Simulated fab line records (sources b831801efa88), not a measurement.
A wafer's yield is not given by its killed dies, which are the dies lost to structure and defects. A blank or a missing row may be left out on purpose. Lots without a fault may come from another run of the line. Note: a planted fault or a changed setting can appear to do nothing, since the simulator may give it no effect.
Comparing a struck lot with a sound one || flow sky130 || 38 out of 708 route steps
Sound: wafers L834.4, L834.5, L834.6. The struck wafers were L835.3, L835.5, L835.6. At the end, the cause is stated.
Per side, at each step with rows, come the tool, then ch with its chambers, and then its first start. Under that, the readings that differ: sound wafers || struck wafers || difference of the means || sigmas: that difference in standard deviations of wafers without a fault.
alike: readings with means less than 2 such deviations apart, plus words and numbers identical on both sides. not compared: withheld readings, readings lacking a value on some wafer, bounds such as >300 that could conceal the same value, and numbers that have no deviation in the record and whose values overlap.
The two part at a step that has a row with sigmas, a row that says differs or no value, or rows on one side only. When numbers do not overlap yet have no deviation, they are printed without sigmas and do not part them. A reading that every wafer of one side lacks parts them only if that side has two wafers or more.

first, 9 steps without rows for these wafers: SKY_VIA3_SPUTTER_20 (material TiN, target thk 20 nm, time 80 s); SKY_VIA3_CVD_21 (deposits W, target thk 390 nm, time 117.31 s); SKY_VIA3_CMP_24 (polishes, stops on SiO2, t overpolish 20 s, target thk 0 nm); SKY_METAL4_SPUTTER_00 (material Ti, target thk 15 nm, time 10 s); SKY_METAL4_SPUTTER_01 (material TiN, target thk 20 nm, time 16.7 s); SKY_METAL4_SPUTTER_02 (material AlCu, target thk 735 nm, time 39.1 s); SKY_METAL4_SPUTTER_03 (material Ti, target thk 5 nm, time 3.3 s); SKY_METAL4_SPUTTER_04 (material TiN, target thk 70 nm, time 58.3 s); SKY_CAP2M_CVD_00 (deposits SiO2, target thk 15.5 nm).
SKY_CAP2M_SPUTTER_02: material TiN, target thk 200 nm, time 166.7 s.
  sound: pvd-sputter-04 at day 40 04:57; struck: pvd-sputter-04 at day 40 10:32
{"reading": "cathode-dc-power-W (W)", "sound": "6501.1 6499.7 6500.0", "struck": "3396.5 3395.5 3394.7", "difference": -3104.7, "sigmas": "-99 or more"}
{"reading": "model.TiN_of_CAP2M_SPUTTER_02.thk-nm (nm)", "sound": "199.5 200.6 202.8", "struck": "106.5 106.4 103.2", "difference": -95.6, "sigmas": ""}
  alike: throttle-valve-pct
SKY_CAP2M_RS_MEAS_03: a four-point-probe measurement.
  sound: film-metro-01 at day 40 05:07; struck: film-metro-03 at day 40 10:41
{"reading": "CAP2M_TIN_RS (ohm/sq)", "sound": "6.92 6.89 6.80", "struck": "13.24 13.24 13.71", "difference": "+6.53", "sigmas": "+84"}
SKY_CAP2M_THK_MEAS_04: measures by xrf.
  sound: film-metro-01 at day 40 05:13; struck: film-metro-03 at day 40 10:47
{"reading": "CAP2M_TIN_THK (nm)", "sound": "195.8 196.0 198.4", "struck": "104.5 104.1 101.3", "difference": -93.4, "sigmas": -44}
then, 7 steps without rows for these wafers: SKY_CAP2M_DEHYDRATE_05 (time 60 s); SKY_CAP2M_HMDS_06 (prime time 60 s); SKY_CAP2M_COAT_07 (resist thk 1140 nm); SKY_CAP2M_SOFTBAKE_08 (time 60 s); SKY_CAP2M_EXPOSE_09 (exposes mask CAP2M, target cd 1000 nm); SKY_CAP2M_PEB_10; SKY_CAP2M_DEVELOP_11 (develop time 60 s).
SKY_CAP2M_METAL_ETCH_13: etches TiN in Cl2/BCl3, stops on SiO2, target depth 220 nm, time 62.9 s.
  sound on rie-metal-03 ch 0,1, day 41 04:50; struck on rie-metal-01 ch 0,1, day 41 10:05
{"reading": "oes-product-au (a.u.)", "sound": "0.931 0.950 0.951", "struck": "0.676 0.680 0.673", "difference": -0.268, "sigmas": -34}
{"reading": "throttle-valve-pct (%)", "sound": "21.903 21.899 21.884", "struck": "22.068 22.069 22.082", "difference": "+0.178", "sigmas": "+20"}
  alike: drypump-motor-current-A, mfc-cl2-sccm
  not compared: rf-hours-counter-h
then, 16 steps without rows for these wafers: SKY_CAP2M_STRIP_14 (strips in O2/N2); SKY_CAP2M_STRIP_15 (strips in post etch residue remover, time 1200 s); SKY_CAP2M_CLEAN_16 (cleans in IPA, time 180 s); SKY_CAP2M_CLEAN_17 (cleans in O3/DIW); SKY_METAL4_DEHYDRATE_05 (time 60 s); SKY_METAL4_HMDS_06 (prime time 60 s); SKY_METAL4_COAT_07 (resist thk 60 nm); SKY_METAL4_COAT_08 (resist thk 1140 nm); SKY_METAL4_SOFTBAKE_09 (time 90 s); SKY_METAL4_EXPOSE_10 (exposes mask MM4, target cd 300 nm); SKY_METAL4_PEB_11; SKY_METAL4_DEVELOP_12 (develop time 60 s); SKY_METAL4_DESCUM_15 (chemistry O2, time 8 s); SKY_METAL4_ETCH_16 (etches BARC in N2/H2, stops on SiO2, time 88.2 s, target depth 60 nm); SKY_METAL4_ETCH_17 (etches SiO2 in C4F8/O2/Ar, stops on TiN, time 3.9 s, target depth 15 nm); SKY_METAL4_METAL_ETCH_18 (etches the open film in Cl2/BCl3, stops on SiO2, target depth 845 nm, time 183.1 s).
SKY_METAL4_STRIP_20: strips in post etch residue remover, time 1200 s.
  sound on wet-bench-03 ch 1, day 42 04:35; struck on wet-bench-04 ch 1, day 42 11:01
{"reading": "model.TiN_of_CAP2M_SPUTTER_02.thk-nm (nm)", "sound": "198.6 199.8 201.9", "struck": "105.6 105.6 102.3", "difference": -95.6, "sigmas": ""}
-- the record jumps here: 4 days lie between the struck wafers' starts before and after (it left off in module METAL4 and takes up again in module PAD_OPEN, whose first step shown is number 708 of the route) --
SKY_PAD_OPEN_PROBE_99:
  sound: prober-02 at day 46 00:38; struck: prober-01 at day 46 07:58
{"reading": "killed_at_M4_up", "sound": "2 0 2", "struck": "6 2 7", "difference": "+4", "sigmas": "+2"}
{"reading": "killed-at-other", "sound": "0 0 0", "struck": "2 3 2", "difference": "+2", "sigmas": "+4"}
{"reading": "model.etest.cap-mim2.plate-ohm-sq", "sound": "6.056 5.984 5.917", "struck": "11.33 11.25 11.67", "difference": "+5.43", "sigmas": ""}
{"reading": "model.etest.cap-mim2.bv-v (V)", "sound": "14.04 14.36 14.26", "struck": "11.84 11.6 11.92", "difference": -2.43, "sigmas": ""}
{"reading": "model.etest.cap-mim2.leak-log10-a-cm2", "sound": "-8.989 -9.022 -8.979", "struck": "-7.803 -7.869 -7.765", "difference": "+1.184", "sigmas": ""}
  alike: defect-limited-yield, killed_at_M0_to_M3, killed-at-contacts, killed-at-front-end, killed-dies, killed-open, killed-short, sort_bin_3_pad_short, sort_bin_5_function, sort_bin_6_memory, sort-n-pass, sort-yield-pct

## WHERE THEY PART
Last at SKY_PAD_OPEN_PROBE_99 as far as this record goes, first at SKY_CAP2M_SPUTTER_02.

WHY: the cause the simulator had injected
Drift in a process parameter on pvd-sputter-04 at SKY_CAP2M_SPUTTER_02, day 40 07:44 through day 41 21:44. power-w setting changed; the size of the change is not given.
